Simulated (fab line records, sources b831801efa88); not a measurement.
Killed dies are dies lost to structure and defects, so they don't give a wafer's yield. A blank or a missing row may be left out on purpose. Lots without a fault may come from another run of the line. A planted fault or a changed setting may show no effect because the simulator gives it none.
Chamber matching | flow sky130 | SKY_CAP2M_CVD_00 on pecvd-01: 3 sister chambers
The step deposits SiO2, target thk 15.5 nm. 6 wafers are shown with their chamber, then 10 later ones without.

WAFERS WITH THEIR CHAMBER
wafer  | chamber | heater_power_w (W)
L079.6 | 1       | 655
L083.2 | 2       | 752
L085.4 | 0       | 602
L085.5 | 2       | 793
L087.2 | 0       | 672
L087.3 | 1       | 603

WAFERS WITHOUT THEIR CHAMBER
wafer  | heater_power_w (W)
L087.6 | 829
L089.1 | 779
L089.4 | 769
L089.6 | 661
L091.2 | 816
L091.5 | 699
L091.6 | 846
L095.1 | 554
L095.4 | 573
L095.5 | 820

WHICH CHAMBER EACH WENT THROUGH
wafer  | from the rows above          | in truth
L087.6 | 2                            | 2
L089.1 | 2                            | 2
L089.4 | 2                            | 2
L089.6 | can't be placed: 0 or 1      | 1
L091.2 | 2                            | 2
L091.5 | can't be placed: 0 or 1 or 2 | 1
L091.6 | 2                            | 2
L095.1 | can't be placed: 1 or 0      | 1
L095.4 | can't be placed: 1 or 0      | 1
L095.5 | 2                            | 2
Placed correctly: 6 of 10. Can't be placed from these rows: 4 (the true chamber is among the candidates in 4). Placed wrongly: 0.
How it was worked out, from the rows above alone: a wafer's distance from a chamber is the root of the sum, over the readings, of the square of ((its reading less the chamber's mean) divided by the reading's scatter). The wafer belongs to the nearest chamber; if the next one is less than 2 further off, it can't be placed. A chamber's mean is the mean of its shown wafers. The scatter: the root of (the sum of the squares of (reading less its chamber's mean) over the shown wafers, divided by (wafers less chambers)).
